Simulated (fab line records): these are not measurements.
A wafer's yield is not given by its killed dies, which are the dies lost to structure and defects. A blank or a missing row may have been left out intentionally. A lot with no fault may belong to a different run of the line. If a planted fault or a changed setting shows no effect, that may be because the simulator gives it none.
fab line records || flow sky130
[record] {"lots": 5, "wafers": 15, "last_day": 50}
route steps=708 shown LDD_HVP@281 LDD_LDN@289
lots with no fault: from the same line, run without faults
start_h: hours from the record's opening day to when the first of the lot's shown wafers began || wait_h: hours since the lot's step before || " unchanged from the row above || L1.1+2: a row that stands for several wafers || - value missing, or start not given || * or withheld: withheld || < > ~ a bound
route shown NAME@n: names a module that has steps shown in the file, with the first one's number in the route || usual: mean/standard deviation of fault-free wafers || same: alike in all rows || chamber/n: place in a boat || sites: readings site by site || _std_site: the standard deviation of these || _edge_site: mean of outer sites minus mean of inner sites || radius_mm: how far each site lies from the wafer's centre || mask NAME#n: copy n || behind: the last tool/chamber to shape the wafer || hold: why the lot was held/for how many hours/how that ended || device: which transistor (n, p or np) failed to switch || end of line: tests run on the same wafers once the route is complete || for a step that has no rows: nothing shown but its recipe || killed: the dies lost at the first sort to structure and to defects; this is not the yield of the wafer || map: the dies of a wafer, with x for killed, . for not killed, _ for no die there
set.NAME: the setting that was run; set.NAME@STEP: the one run at that earlier step || model.NAME: the simulator's own value behind a step, which no gauge read
a table for each step, a row for each wafer; lots at some steps of the route
services: from which hour (start_h, from the record's first day; less than 0 if before it) a tool's chamber was out of use, for how many hours, and why
[[steps]]
[step SKY_LDD_HVP_SOFTBAKE_03]
[recipe] {"temp_c": 90, "time_s": 60, "resist": "NOVOLAK"}
[step SKY_LDD_HVP_EXPOSE_04]
[recipe] {"mask_id": "HVPTM", "na": 0.6, "source_shape": "conventional", "sigma_outer": 0.6, "polarization": "unpolarized", "target_cd_nm": 700, "dose_mj": 86}
[step SKY_LDD_HVP_PEB_05]
[recipe] {"temp_c": "withheld", "time_s": "*", "resist": "NOVOLAK"}
[step SKY_LDD_HVP_DEVELOP_06]
[recipe] {"resist": "NOVOLAK", "developer": "TMAH", "develop_time_s": 60, "dev_temp_c": 23}
[step SKY_LDD_HVP_OVL_MEAS_07]
[usual] {"LDD_HVP_OVL": "-0.6/1.6"}
{"lot.wafer": "L960.1", "tool": "overlay-02", "chamber": "-", "start_h": 505.67, "wait_h": 0.1, "LDD_HVP_OVL[nm]": -1.7}
{"lot.wafer": "L960.3", "tool": "overlay-02", "chamber": "-", "start_h": 505.67, "wait_h": 0.1, "LDD_HVP_OVL[nm]": -0.8}
{"lot.wafer": "L960.5", "tool": "overlay-02", "chamber": "-", "start_h": 505.67, "wait_h": 0.1, "LDD_HVP_OVL[nm]": -2.4}
{"lot.wafer": "L965.1", "tool": "overlay-01", "chamber": "-", "start_h": 557.52, "wait_h": 0.1, "LDD_HVP_OVL[nm]": -2.0}
{"lot.wafer": "L965.4", "tool": "overlay-01", "chamber": "-", "start_h": 557.52, "wait_h": 0.1, "LDD_HVP_OVL[nm]": -2.3}
{"lot.wafer": "L965.5", "tool": "overlay-01", "chamber": "-", "start_h": 557.52, "wait_h": 0.1, "LDD_HVP_OVL[nm]": -1.9}
{"lot.wafer": "L976.1", "tool": "overlay-02", "chamber": "-", "start_h": 660.24, "wait_h": 0.1, "LDD_HVP_OVL[nm]": -3.8}
{"lot.wafer": "L976.4", "tool": "overlay-02", "chamber": "-", "start_h": 660.24, "wait_h": 0.1, "LDD_HVP_OVL[nm]": -3.6}
{"lot.wafer": "L976.5", "tool": "overlay-02", "chamber": "-", "start_h": 660.24, "wait_h": 0.1, "LDD_HVP_OVL[nm]": -1.8}
{"lot.wafer": "L977.1", "tool": "overlay-01", "chamber": "-", "start_h": 666.30, "wait_h": 0.1, "LDD_HVP_OVL[nm]": -0.2}
{"lot.wafer": "L977.3", "tool": "overlay-01", "chamber": "-", "start_h": 666.30, "wait_h": 0.1, "LDD_HVP_OVL[nm]": -0.3}
{"lot.wafer": "L977.4", "tool": "overlay-01", "chamber": "-", "start_h": 666.30, "wait_h": 0.1, "LDD_HVP_OVL[nm]": -1.3}
{"lot.wafer": "L981.2", "tool": "overlay-02", "chamber": "-", "start_h": 684.25, "wait_h": 0.1, "LDD_HVP_OVL[nm]": -0.6}
{"lot.wafer": "L981.4", "tool": "overlay-02", "chamber": "-", "start_h": 684.25, "wait_h": 0.1, "LDD_HVP_OVL[nm]": 0.6}
{"lot.wafer": "L981.5", "tool": "overlay-02", "chamber": "-", "start_h": 684.25, "wait_h": 0.1, "LDD_HVP_OVL[nm]": -0.8}
[step SKY_LDD_HVP_IMPLANT_08]
[recipe] {"species": "B", "energy_kev": 20, "dose_cm2": 1.7e+13, "tilt_deg": 17.9}
[step SKY_LDD_HVP_STRIP_09]
[recipe] {"chemistry": "O2/N2", "power_w": 1400, "pressure_mtorr": 1500, "platen_temp_c": "withheld", "o2_flow_sccm": 3000, "n2_flow_sccm": 300, "overash_fraction": 0.5}
[usual] {"drypump_motor_current_A": "5.6/0.45", "oes_product_au": "0.408/0.0041", "strip_time_to_endpoint_s": "4.133/0.013"}
[same] {"overash_fraction": 0.5}
{"lot.wafer": "L960.1", "tool": "plasma_asher-03", "chamber": 1, "start_h": 505.86, "wait_h": 0.1, "drypump_motor_current_A": 5.4, "oes_product_au": 0.412, "rf_hours_counter_h": 80, "strip_time_to_endpoint_s": 4.139}
{"lot.wafer": "L960.3", "tool": "plasma_asher-03", "chamber": 1, "start_h": 505.86, "wait_h": 0.1, "drypump_motor_current_A": 5.4, "oes_product_au": 0.415, "rf_hours_counter_h": "-", "strip_time_to_endpoint_s": 4.120}
{"lot.wafer": "L960.5", "tool": "plasma_asher-03", "chamber": 0, "start_h": 505.86, "wait_h": 0.1, "drypump_motor_current_A": 6.0, "oes_product_au": 0.407, "rf_hours_counter_h": "-", "strip_time_to_endpoint_s": 4.133}
{"lot.wafer": "L965.1", "tool": "plasma_asher-04", "chamber": 0, "start_h": 557.71, "wait_h": 0.1, "drypump_motor_current_A": 6.2, "oes_product_au": 0.403, "rf_hours_counter_h": 11, "strip_time_to_endpoint_s": 4.106}
{"lot.wafer": "L965.4", "tool": "plasma_asher-04", "chamber": 1, "start_h": 557.71, "wait_h": 0.1, "drypump_motor_current_A": 5.5, "oes_product_au": 0.408, "rf_hours_counter_h": "-", "strip_time_to_endpoint_s": 4.116}
{"lot.wafer": "L965.5", "tool": "plasma_asher-04", "chamber": 0, "start_h": 557.71, "wait_h": 0.1, "drypump_motor_current_A": 6.2, "oes_product_au": 0.406, "rf_hours_counter_h": "-", "strip_time_to_endpoint_s": 4.124}
{"lot.wafer": "L976.1", "tool": "plasma_asher-02", "chamber": 1, "start_h": 660.43, "wait_h": 0.1, "drypump_motor_current_A": 4.8, "oes_product_au": 0.409, "rf_hours_counter_h": 83, "strip_time_to_endpoint_s": 4.144}
{"lot.wafer": "L976.4", "tool": "plasma_asher-02", "chamber": 1, "start_h": 660.43, "wait_h": 0.1, "drypump_motor_current_A": 4.8, "oes_product_au": 0.410, "rf_hours_counter_h": "-", "strip_time_to_endpoint_s": 4.135}
{"lot.wafer": "L976.5", "tool": "plasma_asher-02", "chamber": 0, "start_h": 660.43, "wait_h": 0.1, "drypump_motor_current_A": 5.8, "oes_product_au": 0.404, "rf_hours_counter_h": "-", "strip_time_to_endpoint_s": 4.146}
{"lot.wafer": "L977.1", "tool": "plasma_asher-03", "chamber": 1, "start_h": 666.48, "wait_h": 0.1, "drypump_motor_current_A": 5.4, "oes_product_au": 0.407, "rf_hours_counter_h": 96, "strip_time_to_endpoint_s": 4.152}
{"lot.wafer": "L977.3", "tool": "plasma_asher-03", "chamber": 1, "start_h": 666.48, "wait_h": 0.1, "drypump_motor_current_A": 5.4, "oes_product_au": 0.414, "rf_hours_counter_h": "-", "strip_time_to_endpoint_s": 4.146}
{"lot.wafer": "L977.4", "tool": "plasma_asher-03", "chamber": 0, "start_h": 666.48, "wait_h": 0.1, "drypump_motor_current_A": 6.0, "oes_product_au": 0.409, "rf_hours_counter_h": "-", "strip_time_to_endpoint_s": 4.138}
{"lot.wafer": "L981.2", "tool": "plasma_asher-02", "chamber": 1, "start_h": 684.43, "wait_h": 0.1, "drypump_motor_current_A": 4.8, "oes_product_au": 0.404, "rf_hours_counter_h": 86, "strip_time_to_endpoint_s": 4.149}
{"lot.wafer": "L981.4", "tool": "plasma_asher-02", "chamber": 0, "start_h": 684.43, "wait_h": 0.1, "drypump_motor_current_A": 5.8, "oes_product_au": 0.408, "rf_hours_counter_h": "-", "strip_time_to_endpoint_s": 4.130}
{"lot.wafer": "L981.5", "tool": "plasma_asher-02", "chamber": 0, "start_h": 684.43, "wait_h": 0.1, "drypump_motor_current_A": 5.8, "oes_product_au": 0.409, "rf_hours_counter_h": "-", "strip_time_to_endpoint_s": 4.143}
[step SKY_LDD_HVP_TW_MEAS_10]
[usual] {"LDD_HVP_TW": "455/3.6"}
{"lot.wafer": "L960.1", "tool": "film_metro-01", "chamber": "-", "start_h": 505.96, "wait_h": 0.1, "LDD_HVP_TW": 451}
{"lot.wafer": "L960.3", "tool": "film_metro-01", "chamber": "-", "start_h": 505.96, "wait_h": 0.1, "LDD_HVP_TW": 449}
{"lot.wafer": "L960.5", "tool": "film_metro-01", "chamber": "-", "start_h": 505.96, "wait_h": 0.1, "LDD_HVP_TW": 453}
{"lot.wafer": "L965.1", "tool": "film_metro-01", "chamber": "-", "start_h": 557.81, "wait_h": 0.1, "LDD_HVP_TW": 452}
{"lot.wafer": "L965.4", "tool": "film_metro-01", "chamber": "-", "start_h": 557.81, "wait_h": 0.1, "LDD_HVP_TW": 455}
{"lot.wafer": "L965.5", "tool": "film_metro-01", "chamber": "-", "start_h": 557.81, "wait_h": 0.1, "LDD_HVP_TW": 454}
{"lot.wafer": "L976.1", "tool": "film_metro-04", "chamber": "-", "start_h": 660.53, "wait_h": 0.1, "LDD_HVP_TW": 452}
{"lot.wafer": "L976.4", "tool": "film_metro-04", "chamber": "-", "start_h": 660.53, "wait_h": 0.1, "LDD_HVP_TW": 455}
{"lot.wafer": "L976.5", "tool": "film_metro-04", "chamber": "-", "start_h": 660.53, "wait_h": 0.1, "LDD_HVP_TW": 453}
{"lot.wafer": "L977.1", "tool": "film_metro-02", "chamber": "-", "start_h": 666.58, "wait_h": 0.1, "LDD_HVP_TW": 457}
{"lot.wafer": "L977.3", "tool": "film_metro-02", "chamber": "-", "start_h": 666.58, "wait_h": 0.1, "LDD_HVP_TW": 457}
{"lot.wafer": "L977.4", "tool": "film_metro-02", "chamber": "-", "start_h": 666.58, "wait_h": 0.1, "LDD_HVP_TW": 457}
{"lot.wafer": "L981.2", "tool": "film_metro-01", "chamber": "-", "start_h": 684.54, "wait_h": 0.1, "LDD_HVP_TW": 456}
{"lot.wafer": "L981.4", "tool": "film_metro-01", "chamber": "-", "start_h": 684.54, "wait_h": 0.1, "LDD_HVP_TW": 454}
{"lot.wafer": "L981.5", "tool": "film_metro-01", "chamber": "-", "start_h": 684.54, "wait_h": 0.1, "LDD_HVP_TW": 453}
[step SKY_LDD_LDN_DEHYDRATE_00]
[recipe] {"temp_c": 200, "time_s": 60}
[step SKY_LDD_LDN_HMDS_01]
[recipe] {"prime_time_s": 60, "prime_temp_c": 120}
[step SKY_LDD_LDN_COAT_02]
[recipe] {"resist": "NOVOLAK", "spin_rpm": 3000, "resist_thk_nm": 1140}
[step SKY_LDD_LDN_SOFTBAKE_03]
[recipe] {"temp_c": 90, "time_s": 60, "resist": "NOVOLAK"}
[step SKY_LDD_LDN_EXPOSE_04]
[recipe] {"mask_id": "LDNTM", "na": 0.6, "source_shape": "conventional", "sigma_outer": 0.6, "polarization": "unpolarized", "target_cd_nm": 700, "dose_mj": 140}
[usual] {"exposure_dose_mJ_cm2": "140.02/0.15", "reticle_temp_C": "23.00/0.11"}
{"lot.wafer": "L960.1", "tool": "iline_stepper-01", "chamber": 0, "start_h": 521.40, "wait_h": "-", "mask": "LDNTM#0", "exposure_dose_mJ_cm2": 140.05, "reticle_temp_C": 22.97}
{"lot.wafer": "L960.3", "tool": "iline_stepper-01", "chamber": 0, "start_h": 521.40, "wait_h": "-", "mask": "LDNTM#0", "exposure_dose_mJ_cm2": 139.96, "reticle_temp_C": 22.91}
{"lot.wafer": "L960.5", "tool": "iline_stepper-01", "chamber": 0, "start_h": 521.40, "wait_h": "-", "mask": "LDNTM#0", "exposure_dose_mJ_cm2": 140.10, "reticle_temp_C": 23.03}
{"lot.wafer": "L965.1", "tool": "iline_stepper-02", "chamber": 0, "start_h": 572.82, "wait_h": "-", "mask": "LDNTM_R1#0", "exposure_dose_mJ_cm2": 140.09, "reticle_temp_C": 23.00}
{"lot.wafer": "L965.4", "tool": "iline_stepper-02", "chamber": 0, "start_h": 572.82, "wait_h": "-", "mask": "LDNTM_R1#0", "exposure_dose_mJ_cm2": 140.15, "reticle_temp_C": 22.95}
{"lot.wafer": "L965.5", "tool": "iline_stepper-02", "chamber": 0, "start_h": 572.82, "wait_h": "-", "mask": "LDNTM_R1#0", "exposure_dose_mJ_cm2": 140.05, "reticle_temp_C": 22.89}
{"lot.wafer": "L976.1", "tool": "iline_stepper-02", "chamber": 0, "start_h": 675.37, "wait_h": "-", "mask": "LDNTM#0", "exposure_dose_mJ_cm2": 140.14, "reticle_temp_C": 23.00}
{"lot.wafer": "L976.4", "tool": "iline_stepper-02", "chamber": 0, "start_h": 675.37, "wait_h": "-", "mask": "LDNTM#0", "exposure_dose_mJ_cm2": 140.05, "reticle_temp_C": 22.97}
{"lot.wafer": "L976.5", "tool": "iline_stepper-02", "chamber": 0, "start_h": 675.37, "wait_h": "-", "mask": "LDNTM#0", "exposure_dose_mJ_cm2": 140.16, "reticle_temp_C": 22.90}
{"lot.wafer": "L977.1", "tool": "iline_stepper-01", "chamber": 0, "start_h": 680.80, "wait_h": "-", "mask": "LDNTM#0", "exposure_dose_mJ_cm2": 139.91, "reticle_temp_C": 22.95}
{"lot.wafer": "L977.3", "tool": "iline_stepper-01", "chamber": 0, "start_h": 680.80, "wait_h": "-", "mask": "LDNTM#0", "exposure_dose_mJ_cm2": 140.05, "reticle_temp_C": 23.00}
{"lot.wafer": "L977.4", "tool": "iline_stepper-01", "chamber": 0, "start_h": 680.80, "wait_h": "-", "mask": "LDNTM#0", "exposure_dose_mJ_cm2": 139.96, "reticle_temp_C": 22.93}
{"lot.wafer": "L981.2", "tool": "iline_stepper-02", "chamber": 0, "start_h": 698.22, "wait_h": "-", "mask": "LDNTM#0", "exposure_dose_mJ_cm2": 139.97, "reticle_temp_C": 23.02}
{"lot.wafer": "L981.4", "tool": "iline_stepper-02", "chamber": 0, "start_h": 698.22, "wait_h": "-", "mask": "LDNTM#0", "exposure_dose_mJ_cm2": 140.18, "reticle_temp_C": 22.92}
{"lot.wafer": "L981.5", "tool": "iline_stepper-02", "chamber": 0, "start_h": 698.22, "wait_h": "-", "mask": "LDNTM#0", "exposure_dose_mJ_cm2": 139.95, "reticle_temp_C": 22.72}
[step SKY_LDD_LDN_PEB_05]
[recipe] {"temp_c": "withheld", "time_s": "*", "resist": "NOVOLAK"}
[[services]]
{"tool": "iline_stepper-01", "chamber": "-", "start_h": 482.66, "hours": 18.8, "kind": "repair"}
{"tool": "plasma_asher-03", "chamber": "-", "start_h": 496.51, "hours": 2.9, "kind": "repair"}
{"tool": "plasma_asher-04", "chamber": "-", "start_h": 499.67, "hours": 12.5, "kind": "repair"}
{"tool": "iline_stepper-02", "chamber": "-", "start_h": 501.51, "hours": 1.7, "kind": "pm"}
{"tool": "plasma_asher-04", "chamber": "-", "start_h": 554.89, "hours": 1.1, "kind": "repair"}
{"tool": "iline_stepper-02", "chamber": "-", "start_h": 588.24, "hours": 2.1, "kind": "pm"}
{"tool": "iline_stepper-02", "chamber": "-", "start_h": 590.33, "hours": "-", "kind": "consumable_replace:lamp"}
{"tool": "plasma_asher-02", "chamber": "-", "start_h": 600.78, "hours": 2.1, "kind": "repair"}
{"tool": "iline_stepper-01", "chamber": "-", "start_h": 611.02, "hours": 0.6, "kind": "repair"}
{"tool": "iline_stepper-02", "chamber": "-", "start_h": 635.22, "hours": 0.8, "kind": "pm"}
{"tool": "iline_stepper-01", "chamber": "-", "start_h": 643.06, "hours": 1.7, "kind": "pm"}
{"tool": "plasma_asher-04", "chamber": "-", "start_h": 658.64, "hours": 3.5, "kind": "repair"}
{"tool": "plasma_asher-03", "chamber": "-", "start_h": 667.47, "hours": 14.6, "kind": "pm"}
[[key]]
[first_sign] {"step": "SKY_LDD_LDN_EXPOSE_04", "reading": "mask", "direction": "changed"}
effect none on later readings
met_at SKY_LDD_LDN_EXPOSE_04
struck_wafers L965.1,L965.4,L965.5
sort_left_out L965.1,L965.4,L965.5
tester_left_out L965
[fault] {"kind": "wrong_mask", "tool": "any", "chamber": "-", "onset_h": 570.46, "steps": "SKY_LDD_LDN_EXPOSE_04", "aux_copy": "LDNTM_R1#0", "cd_offset_nm": 105, "scope": "struck_lots_only"}
// tester_left_out: of these lots the tester's yield and bins aren't shown, on N5 and GAA mostly nor the transistor test; their killed dies are dies lost to structure and defects alone, not to doping, threshold or leakage, so they don't give the yield
// sort_left_out: the simulated sort isn't trusted on such a fault, so these wafers' sort isn't shown, and their yield isn't known
